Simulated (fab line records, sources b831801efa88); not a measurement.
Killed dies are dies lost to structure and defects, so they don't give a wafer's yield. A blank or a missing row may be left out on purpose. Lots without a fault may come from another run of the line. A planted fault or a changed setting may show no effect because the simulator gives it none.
Chamber matching | flow sky130 | SKY_VIA4_CMP_02 on cmp-01: 4 sister chambers
The step polishes SiO2. 4 wafers are shown with their chamber, then 9 later ones without.

WAFERS WITH THEIR CHAMBER
wafer  | chamber | motor_current_A (A)
L401.1 | 3       | 12.8
L417.1 | 0       | 11.9
L417.2 | 1       | 12.4
L417.3 | 2       | 12.5

WAFERS WITHOUT THEIR CHAMBER
wafer  | motor_current_A (A)
L418.1 | 11.1
L418.4 | 12.5
L418.6 | 12.5
L419.3 | 13.0
L419.5 | 11.7
L419.6 | 12.5
L420.2 | 13.2
L420.3 | 12.5
L420.6 | 13.0

WHICH CHAMBER EACH WENT THROUGH
wafer  | from the rows above               | in truth
L418.1 | can't be placed: 0 or 1 or 2      | 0
L418.4 | can't be placed: 2 or 1 or 3 or 0 | 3
L418.6 | can't be placed: 2 or 1 or 3 or 0 | 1
L419.3 | can't be placed: 3 or 2 or 1      | 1
L419.5 | can't be placed: 0 or 1 or 2      | 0
L419.6 | can't be placed: 2 or 1 or 3 or 0 | 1
L420.2 | can't be placed: 3 or 2 or 1      | 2
L420.3 | can't be placed: 2 or 1 or 3 or 0 | 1
L420.6 | can't be placed: 3 or 2 or 1      | 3
Placed correctly: 0 of 9. Can't be placed from these rows: 9 (the true chamber is among the candidates in 9). Placed wrongly: 0.
How it was worked out, from the rows above alone: a wafer's distance from a chamber is the root of the sum, over the readings, of the square of ((its reading less the chamber's mean) divided by the reading's scatter). The wafer belongs to the nearest chamber; if the next one is less than 2 further off, it can't be placed. A chamber's mean is the mean of its shown wafers. The scatter: with one shown wafer a chamber, the root of the mean of the squares of how far each hidden wafer lies from its nearest shown one.
